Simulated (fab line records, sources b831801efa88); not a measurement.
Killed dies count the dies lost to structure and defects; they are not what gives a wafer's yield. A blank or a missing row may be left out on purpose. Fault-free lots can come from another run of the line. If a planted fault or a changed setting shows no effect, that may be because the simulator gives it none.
fab line records | flow sky130
record: lots: 11 wafers: 33 last-day: 50
route steps=708 shown METAL2@503 VIA2@527 CAPM@537 METAL3@567 PAD_OPEN@708
lots untouched by any fault: they come from a run of this same line in which no faults occurred
start-h: start of the lot's first displayed wafer, in hours after the record's first day | wait-h: hours since the lot's step before | " as in the row above | L1.1+2: a single row standing in for several wafers | - either no value or no given start | * or withheld: withheld | < > ~ a bound
route shown NAME@n: NAME is a module with steps in the file, n the number in the route of the first one | usual: average and standard deviation across the fault-free wafers | same: alike in all rows | chamber/n: place in a boat | sites: each site's reading | _std_site: how widely they spread, as a standard deviation | _edge_site: mean of outer sites minus mean of inner sites | radius-mm: for every site, how far away it sits from the centre of the wafer | mask NAME#n: copy n | behind: the last tool/chamber to shape the wafer | hold: why the lot was held/for how many hours/how that ended | device: which transistor (n, p or np) failed to switch | end of line: tests run on the same wafers once the route is complete | a step given without rows: its recipe and nothing more | killed: at the first sort, the dies lost to defects and structure; wafer yield is something else | map: dies across one wafer; x = killed, . = not, _ = none there
set.NAME: the setting as run; set.NAME@STEP: as run at that earlier step | model.NAME: the simulator's own value behind a step, which no gauge read
one table for each step of the route and one row for each wafer, over a sample of lots
services: when a tool's chamber went out of use (start-h, in hours from the record's first day, below 0 if earlier), for how many hours, and the reason
== steps ==
step: SKY_METAL2_STRIP_20
recipe: chemistry: O2/N2 power-w: 1400 pressure-mtorr: 1500 platen-temp-c: withheld o2-flow-sccm: 3000 n2-flow-sccm: 300 overash-fraction: 0.5
usual: chamber-pressure-mTorr: 1499/7.5 drypump-motor-current-A: 5.4/0.31 oes-product-au: 0.345/0.0049 strip-time-to-endpoint-s: 2.74/0.054
columns lot.wafer tool chamber start-h wait-h chamber-pressure-mTorr drypump-motor-current-A oes-product-au rf-hours-counter-h strip-time-to-endpoint-s
L153.1 plasma-asher-04 0 840.17 0.1 1500 5.1 0.338 104 2.72
L153.3 " 1 " " 1501 5.6 0.338 - 2.70
L153.4 " 0 " " 1500 5.1 0.344 - 2.75
L158.2 plasma-asher-02 0 874.33 0.1 1497 5.1 0.348 13 2.82
L158.3 " 1 " " 1501 5.9 0.339 - 2.64
L158.4 " 0 " " 1500 5.1 0.348 - 2.76
L160.1 plasma-asher-02 1 906.07 0.1 1500 5.8 0.351 16 2.84
L160.2 " 0 " " 1499 5.1 0.350 16 2.71
L160.5 " 1 " " 1501 5.9 0.346 - 2.71
L163.1 plasma-asher-02 1 918.51 0.1 1498 5.9 0.343 18 2.69
L163.4 " 0 " " 1500 5.2 0.342 - 2.71
L163.6 " 0 " " 1500 5.1 0.343 - 2.71
L164.1 plasma-asher-02 1 937.16 0.1 1498 5.9 0.353 20 2.78
L164.2 " 0 " " 1501 5.1 0.340 20 2.76
L164.6 " 1 " " 1499 5.9 0.335 - 2.79
L165.1 plasma-asher-04 1 937.22 0.1 1501 5.6 0.341 114 2.68
L165.3 " 1 " " 1500 5.6 0.346 - 2.79
L165.4 " 0 " " 1501 5.1 0.347 - 2.68
L167.2 plasma-asher-04 1 945.67 0.1 1500 5.7 0.352 116 2.77
L167.4 " 1 " " 1499 5.7 0.348 - 2.77
L167.6 " 1 " " 1501 5.7 0.350 - 2.78
L166.2 plasma-asher-04 1 946.98 0.1 1502 5.7 0.348 116 2.74
L166.5 " 1 " " 1499 5.7 0.347 - 2.75
L166.6 " 0 " " 1499 5.1 0.349 - 2.80
L169.1 plasma-asher-02 0 958.81 0.1 1502 5.1 0.336 22 2.70
L169.5 " 1 " " 1499 5.9 0.341 - 2.65
L169.6 " 0 " " 1501 5.2 0.343 - 2.70
L173.2 plasma-asher-04 1 987.12 0.1 1499 5.6 0.339 119 2.74
L173.4 " 0 " " 1500 5.0 0.341 - 2.71
L173.6 " 0 " " 1499 5.1 0.338 - 2.71
L174.1 plasma-asher-02 0 988.41 0.1 1497 5.1 0.346 25 2.77
L174.2 " 1 " " 1501 5.9 0.345 25 2.81
L174.6 " 0 " " 1502 5.1 0.347 - 2.79
step: SKY_VIA2_SPUTTER_20
recipe: material: TiN target-thk-nm: 20 chamber-pressure-pa: 5 power-w: 4000 time-s: 80
usual: throttle-valve-pct: 29.7/0.7
columns lot.wafer tool chamber start-h wait-h throttle-valve-pct
L153.1 pvd-sputter-04 - 868.51 0.0 29.1
L153.3 " - " " 29.3
L153.4 " - " " 28.4
L158.2 pvd-sputter-04 - 901.99 0.0 28.6
L158.3 " - " " 29.6
L158.4 " - " " 29.6
L160.1 pvd-sputter-02 - 932.86 0.0 29.3
L160.2 " - " " 30.1
L160.5 " - " " 29.2
L163.1 pvd-sputter-04 - 945.86 0.0 29.5
L163.4 " - " " 29.4
L163.6 " - " " 29.1
L164.1 pvd-sputter-02 - 963.88 0.0 30.0
L164.2 " - " " 30.5
L164.6 " - " " 30.2
L165.1 pvd-sputter-02 - 964.64 0.0 30.2
L165.3 " - " " 30.5
L165.4 " - " " 29.3
L167.2 pvd-sputter-04 - 972.53 0.0 28.3
L167.4 " - " " 29.5
L167.6 " - " " 29.5
L166.2 pvd-sputter-02 - 973.78 0.0 30.1
L166.5 " - " " 30.5
L166.6 " - " " 30.3
L169.1 pvd-sputter-04 - 984.36 0.0 29.2
L169.5 " - " " 29.1
L169.6 " - " " 29.6
L173.2 pvd-sputter-01 - 1012.95 0.0 31.2
L173.4 " - " " 29.5
L173.6 " - " " 30.9
L174.1 pvd-sputter-02 - 1014.18 0.0 30.3
L174.2 " - " " 29.4
L174.6 " - " " 30.6
step: SKY_VIA2_THK_MEAS_23
recipe: thk-meas-gauge: xrf reads: W_of_VIA2_CVD_21
usual: VIA2_W_THK: 413/5.1
columns lot.wafer tool chamber start-h wait-h VIA2_W_THK[nm]
L153.1 film-metro-04 - 868.82 0.1 410
L153.3 " - " " 406
L153.4 " - " " 409
L158.2 film-metro-02 - 902.31 0.1 418
L158.3 " - " " 417
L158.4 " - " " 416
L160.1 film-metro-04 - 933.17 0.1 416
L160.2 " - " " 416
L160.5 " - " " 413
L163.1 film-metro-01 - 946.17 0.1 416
L163.4 " - " " 405
L163.6 " - " " 417
L164.1 film-metro-02 - 964.19 0.1 404
L164.2 " - " " 417
L164.6 " - " " 422
L165.1 film-metro-02 - 964.95 0.1 421
L165.3 " - " " 420
L165.4 " - " " 416
L167.2 film-metro-01 - 972.85 0.1 407
L167.4 " - " " 419
L167.6 " - " " 418
L166.2 film-metro-01 - 974.11 0.1 408
L166.5 " - " " 407
L166.6 " - " " 413
L169.1 film-metro-04 - 984.67 0.1 406
L169.5 " - " " 410
L169.6 " - " " 401
L173.2 film-metro-02 - 1013.27 0.1 413
L173.4 " - " " 412
L173.6 " - " " 410
L174.1 film-metro-02 - 1014.49 0.1 410
L174.2 " - " " 415
L174.6 " - " " 410
step: SKY_CAPM_CVD_00
recipe: material: SiO2 target-thk-nm: 15.5 temp-c: 400 time-s: withheld rf-w: 450
usual: heater-power-w: 711/82
columns lot.wafer tool chamber start-h wait-h heater-power-w
L153.1 pecvd-04 2 869.33 0.0 798
L153.3 " 1 " " 652
L153.4 " 1 " " 647
L158.2 pecvd-04 1 902.82 0.0 739
L158.3 " 2 " " 768
L158.4 " 1 " " 747
L160.1 pecvd-04 2 933.69 0.0 761
L160.2 " 1 " " 626
L160.5 " 0 " " 782
L163.1 pecvd-01 2 946.69 0.0 590
L163.4 " 2 " " 590
L163.6 " 0 " " 680
L164.1 pecvd-04 1 964.71 0.0 764
L164.2 " 2 " " 684
L164.6 " 1 " " 745
L165.1 pecvd-04 0 965.46 0.0 767
L165.3 " 1 " " 661
L165.4 " 0 " " 747
L167.2 pecvd-04 0 973.63 0.0 776
L167.4 " 1 " " 734
L167.6 " 0 " " 786
L166.2 pecvd-01 0 974.83 0.0 631
L166.5 " 2 " " 626
L166.6 " 0 " " 651
L169.1 pecvd-04 1 985.18 0.0 659
L169.5 " 2 " " 796
L169.6 " 0 " " 768
L173.2 pecvd-01 0 1013.78 0.0 598
L173.4 " 1 " " 777
L173.6 " 0 " " 598
L174.1 pecvd-03 2 1015.01 0.0 898
L174.2 " 0 " " 710
L174.6 " 0 " " 721
step: SKY_CAPM_THK_MEAS_01
recipe: reads: SiO2_of_CAPM_CVD_00
usual: CAPM_CVD_00_THK: 15.51/0.27
columns lot.wafer tool chamber start-h wait-h CAPM_CVD_00_THK[nm]
L153.1 film-metro-03 - 869.35 - 15.40
L153.3 " - " " 15.81
L153.4 " - " " 16.08
L158.2 film-metro-01 - 902.85 - 15.29
L158.3 " - " " 15.31
L158.4 " - " " 15.51
L160.1 film-metro-01 - 933.71 - 15.36
L160.2 " - " " 15.63
L160.5 " - " " 16.00
L163.1 film-metro-01 - 946.71 - 15.12
L163.4 " - " " 15.50
L163.6 " - " " 15.66
L164.1 film-metro-03 - 964.73 - 13.81
L164.2 " - " " 13.58
L164.6 " - " " 14.01
L165.1 film-metro-03 - 965.48 - 13.91
L165.3 " - " " 13.71
L165.4 " - " " 14.06
L167.2 film-metro-02 - 973.66 - 13.77
L167.4 " - " " 14.00
L167.6 " - " " 14.05
L166.2 film-metro-03 - 974.86 - 15.44
L166.5 " - " " 15.83
L166.6 " - " " 15.81
L169.1 film-metro-01 - 985.20 - 13.96
L169.5 " - " " 14.10
L169.6 " - " " 13.74
L173.2 film-metro-01 - 1013.81 - 14.92
L173.4 " - " " 15.34
L173.6 " - " " 15.31
L174.1 film-metro-02 - 1015.03 - 15.14
L174.2 " - " " 15.60
L174.6 " - " " 15.90
step: SKY_METAL3_ETCH_17
recipe: target: SiO2 stop-on: TiN chemistry: C4F8/O2/Ar source-w: 1500 bias-w: 1200 pressure-mtorr: 40 c4f8-flow-sccm: withheld O2_flow_sccm: 6 Ar_flow_sccm: 300 time-s: 3.9 target-depth-a: 150
usual: bias-w: 1200/3.4 chamber-pressure-mTorr: 40.01/0.039 oes-product-au: 0.740/0.0084
columns lot.wafer tool chamber start-h wait-h bias-w chamber-pressure-mTorr oes-product-au rf-hours-counter-h
L153.1 rie-diel-02 3 921.71 0.1 1202 40.00 0.736 1
L153.3 " 0 " " 1198 39.99 0.752 4
L153.4 " 1 " " 1194 40.06 0.763 16
L158.2 rie-diel-03 3 953.14 0.1 1202 40.04 0.737 6
L158.3 " 1 " " 1198 39.99 0.728 13
L158.4 " 0 " " 1204 39.99 0.737 16
L160.1 rie-diel-02 3 983.37 0.1 1204 39.87 0.740 3
L160.2 " 0 " " 1198 40.01 0.756 6
L160.5 " 3 " " 1207 40.02 0.750 -
L163.1 rie-diel-02 1 996.15 0.1 1197 40.02 0.722 18
L163.4 " 1 " " 1199 40.04 0.740 -
L163.6 " 0 " " 1204 40.06 0.746 -
L164.1 rie-diel-04 0 1013.12 0.1 1199 40.00 0.712 6
L164.2 " 1 " " 1198 40.00 0.701 25
L164.6 " 2 " " 1205 40.01 0.702 -
L165.1 rie-diel-04 2 1013.96 0.1 1196 39.99 0.699 5
L165.3 " 1 " " 1202 39.99 0.694 25
L165.4 " 0 " " 1198 40.04 0.705 6
L167.2 rie-diel-02 3 1022.32 0.1 1205 40.03 0.702 5
L167.4 " 2 " " 1200 40.03 0.707 16
L167.6 " 0 " " 1204 39.98 0.696 -
L166.2 rie-diel-04 0 1023.62 0.1 1202 40.02 0.741 6
L166.5 " 0 " " 1198 40.00 0.746 -
L166.6 " 3 " " 1203 40.00 0.751 -
L169.1 rie-diel-02 3 1032.37 0.1 1203 39.99 0.694 5
L169.5 " 2 " " 1199 40.03 0.706 -
L169.6 " 1 " " 1197 40.04 0.698 -
L173.2 rie-diel-04 2 1059.05 0.1 1207 40.13 0.723 7
L173.4 " 2 " " 1198 39.96 0.741 -
L173.6 " 3 " " 1200 40.07 0.729 -
L174.1 rie-diel-03 0 1060.00 0.1 1200 39.93 0.732 19
L174.2 " 1 " " 1199 39.96 0.746 16
L174.6 " 2 " " 1200 40.03 0.757 -
step: SKY_PAD_OPEN_PROBE_99
usual: defect-limited-yield: 82.3/2.1 killed_at_M0_to_M3: 44/7.3 killed_at_M4_up: 3.3/1.8 killed-at-contacts: 24/5.3 killed-at-front-end: 16/5 killed-at-other: 0.2/0.51 killed-dies: 87/10 killed-open: 47/7.5 killed-short: 40/6.3
same: gross-dies: 492 killed-at-back-side: 0
columns lot.wafer tool chamber start-h wait-h defect-limited-yield[%] killed_at_M0_to_M3 killed_at_M4_up killed-at-contacts killed-at-front-end killed-at-other killed-dies killed-open killed-short
L163.1 prober-02 - 1155.40 0.1 83.3 41 3 21 17 0 82 39 43
L163.4 prober-02 - 1155.55 0.2 85.4 36 2 20 14 0 72 39 33
L163.6 prober-02 - 1155.65 0.2 82.9 34 3 23 24 0 84 49 35
L164.1 prober-01 - 1166.36 0.1 77.6 54 1 30 25 0 110 64 46
L164.2 prober-01 - 1166.41 0.1 80.5 47 0 28 21 0 96 56 40
L164.6 prober-01 - 1166.61 0.2 80.1 45 5 27 21 0 98 54 44
L165.1 prober-02 - 1167.45 0.1 80.7 48 4 23 20 0 95 50 45
L165.3 prober-02 - 1167.55 0.2 81.5 46 8 21 14 2 91 43 48
L165.4 prober-02 - 1167.60 0.2 80.5 50 5 18 23 0 96 50 46
L166.2 prober-01 - 1175.27 0.1 84.6 43 5 15 13 0 76 44 32
L166.5 prober-01 - 1175.42 0.2 83.7 40 3 22 15 0 80 42 38
L166.6 prober-01 - 1175.47 0.2 81.7 42 3 27 18 0 90 48 42
L167.2 prober-02 - 1176.30 0.1 83.5 40 3 25 13 0 81 38 43
L167.4 prober-02 - 1176.40 0.2 86.2 30 5 20 13 0 68 39 29
L167.6 prober-02 - 1176.50 0.2 78.0 53 4 37 14 0 108 58 50
L169.1 prober-02 - 1182.26 0.1 81.9 44 3 23 19 0 89 52 35
L169.5 prober-02 - 1182.46 0.2 82.3 45 5 22 15 0 87 56 31
L169.6 prober-02 - 1182.51 0.2 84.3 42 1 25 9 0 77 45 32
killed by level:class
L163.1 VIA1:geometric-particle:open=9 LI_CONTACT:geometric-particle:open=7 METAL2:geometric-particle:short=7 CONTACT:geometric-particle:open=6 VIA2:geometric-particle:open=5 VIA3:geometric-particle:open=5 FIELD_ISO:geometric-particle:short=4 POLY_GATE:geometric-particle:short=4
L163.4 METAL2:geometric-particle:short=8 VIA1:geometric-particle:open=7 POLY_GATE:geometric-particle:open=5 VIA3:geometric-particle:open=5 LI_CONTACT:geometric-particle:open=4 LOCAL_INTERCONNECT:geometric-particle:short=4 CONTACT:geometric-particle:open=4 VIA1:geometric-particle:short=4
L163.6 LI_CONTACT:geometric-particle:open=11 VIA1:geometric-particle:short=7 VIA1:geometric-particle:open=6 FIELD_ISO:geometric-particle:open=5 VIA2:geometric-particle:open=5 POLY_CUT:geometric-particle:open=4 CONTACT:geometric-particle:open=4 VIA3:geometric-particle:short=4
L164.1 CONTACT:geometric-particle:open=13 VIA1:geometric-particle:open=13 VIA2:geometric-particle:open=9 VIA3:geometric-particle:open=9 FIELD_ISO:geometric-particle:open=7 METAL2:geometric-particle:short=7 LI_CONTACT:geometric-particle:open=6 VIA1:geometric-particle:short=5
L164.2 CONTACT:geometric-particle:open=11 LI_CONTACT:geometric-particle:open=10 VIA1:geometric-particle:open=10 METAL2:geometric-particle:short=9 VIA3:geometric-particle:open=8 FIELD_ISO:geometric-particle:short=6 FIELD_ISO:geometric-particle:open=6 VIA2:geometric-particle:open=6
L164.6 LI_CONTACT:geometric-particle:open=9 VIA1:geometric-particle:open=9 CONTACT:geometric-particle:short=7 VIA2:geometric-particle:open=7 FIELD_ISO:geometric-particle:short=6 METAL2:geometric-particle:short=6 VIA3:geometric-particle:open=6 POLY_GATE:geometric-particle:open=5
L165.1 METAL2:geometric-particle:short=11 CONTACT:geometric-particle:open=10 METAL1:geometric-particle:short=9 VIA1:geometric-particle:open=8 VIA2:geometric-particle:open=8 FIELD_ISO:geometric-particle:open=7 LI_CONTACT:geometric-particle:open=5 FIELD_ISO:geometric-particle:short=4
L165.3 VIA1:geometric-particle:open=11 VIA3:geometric-particle:open=7 METAL1:geometric-particle:short=6 METAL4:geometric-particle:short=6 LI_CONTACT:geometric-particle:short=5 CONTACT:geometric-particle:short=5 VIA2:geometric-particle:open=5 CONTACT:geometric-particle:open=4
L165.4 VIA1:geometric-particle:open=12 CONTACT:geometric-particle:open=9 METAL1:geometric-particle:short=6 METAL2:geometric-particle:short=6 FIELD_ISO:geometric-particle:short=5 POLY_GATE:geometric-particle:short=5 LI_CONTACT:geometric-particle:open=5 VIA2:geometric-particle:open=5
L166.2 VIA1:geometric-particle:open=10 VIA3:geometric-particle:open=7 METAL2:geometric-particle:short=7 POLY_GATE:geometric-particle:open=5 LI_CONTACT:geometric-particle:open=5 METAL2:geometric-particle:open=5 VIA1:geometric-particle:short=4 METAL4:geometric-particle:short=4
L166.5 CONTACT:geometric-particle:open=9 METAL2:geometric-particle:short=8 VIA1:geometric-particle:short=7 VIA3:geometric-particle:open=7 VIA1:geometric-particle:open=6 LI_CONTACT:geometric-particle:open=5 CONTACT:geometric-particle:short=5 VIA2:geometric-particle:open=4
L166.6 VIA1:geometric-particle:open=12 LI_CONTACT:geometric-particle:open=9 LOCAL_INTERCONNECT:geometric-particle:short=7 POLY_GATE:geometric-particle:open=6 METAL2:geometric-particle:short=6 VIA3:geometric-particle:open=6 CONTACT:geometric-particle:open=5 POLY_GATE:geometric-particle:short=4
L167.2 POLY_GATE:geometric-particle:short=8 VIA3:geometric-particle:short=8 CONTACT:geometric-particle:open=7 VIA2:geometric-particle:open=6 LOCAL_INTERCONNECT:geometric-particle:short=5 LI_CONTACT:geometric-particle:open=5 METAL2:geometric-particle:short=5 VIA3:geometric-particle:open=5
L167.4 CONTACT:geometric-particle:open=9 VIA1:geometric-particle:open=7 VIA3:geometric-particle:open=5 POLY_GATE:geometric-particle:short=4 LI_CONTACT:geometric-particle:open=4 LOCAL_INTERCONNECT:geometric-particle:short=4 METAL1:geometric-particle:short=4 POLY_GATE:geometric-particle:open=3
L167.6 VIA1:geometric-particle:open=12 LI_CONTACT:geometric-particle:open=11 CONTACT:geometric-particle:open=10 CONTACT:geometric-particle:short=9 METAL2:geometric-particle:short=8 VIA3:geometric-particle:open=8 METAL1:geometric-particle:short=6 VIA2:geometric-particle:open=6
L169.1 VIA1:geometric-particle:open=12 FIELD_ISO:geometric-particle:open=9 CONTACT:geometric-particle:open=8 LI_CONTACT:geometric-particle:open=7 VIA3:geometric-particle:open=7 VIA2:geometric-particle:open=6 VIA1:geometric-particle:short=5 METAL1:geometric-particle:short=5
L169.5 VIA1:geometric-particle:open=12 METAL1:geometric-particle:short=7 VIA2:geometric-particle:open=7 LOCAL_INTERCONNECT:geometric-particle:short=6 CONTACT:geometric-particle:open=6 VIA3:geometric-particle:open=6 FIELD_ISO:geometric-particle:open=5 POLY_GATE:geometric-particle:open=5
L169.6 VIA1:geometric-particle:open=13 CONTACT:geometric-particle:open=8 VIA3:geometric-particle:open=7 LI_CONTACT:geometric-particle:open=6 METAL1:geometric-particle:short=6 CONTACT:geometric-particle:short=5 VIA2:geometric-particle:open=5 LOCAL_INTERCONNECT:geometric-particle:short=4
== services ==
columns tool chamber start-h hours kind
pecvd-04 - 818.91 6.0 pm
plasma-asher-04 - 820.85 1.5 repair
rie-diel-04 0 828.41 6.8 repair
pvd-sputter-02 - 831.49 20.7 repair
pecvd-04 2 836.66 10.8 repair
rie-diel-03 1 840.54 5.0 repair
rie-diel-04 - 842.36 15.6 pm
pecvd-01 - 873.62 5.8 repair
pecvd-03 - 874.35 106.0 repair
rie-diel-04 2 877.99 6.4 repair
pvd-sputter-02 - 885.51 20.8 repair
rie-diel-03 3 936.06 7.0 repair
rie-diel-03 1 940.08 5.1 repair
rie-diel-03 0 955.09 2.4 repair
pecvd-01 1 958.93 5.2 repair
rie-diel-03 - 959.11 0.3 repair
rie-diel-02 - 962.46 2.8 pm
rie-diel-04 1 973.20 5.4 repair
rie-diel-02 2 992.94 3.8 repair
pvd-sputter-01 - 996.94 1.3 repair
plasma-asher-02 - 1035.97 26.9 repair
pecvd-04 1 1047.64 3.6 repair
rie-diel-03 1 1054.17 3.0 repair
plasma-asher-04 - 1055.25 9.0 pm
== key ==
first-sign: step: SKY_CAPM_THK_MEAS_01 reading: CAPM_CVD_00_THK direction: down sigmas: 6 usual: 15.51 struck: 13.89
effect: step: SKY_METAL3_ETCH_17 reading: oes-product-au direction: down sigmas: 4.7 usual: 0.740 struck: 0.701
met-at SKY_CAPM_CVD_00
struck-lots L164,L165,L167,L169
not-acting-at SKY_METAL2_STRIP_20,SKY_VIA2_SPUTTER_20,SKY_VIA2_THK_MEAS_23
onset-between 933.69 964.71
fault: kind: site-profile-drift tool: pecvd-04 chamber: - onset-h: 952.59 steps: SKY_CAPM_CVD_00 basis: fraction max-abs-drift: 0.24783 slope-share-per-hr: 55.074 site-pattern: 0,0,0,0,0,-1,-1,-1,-1
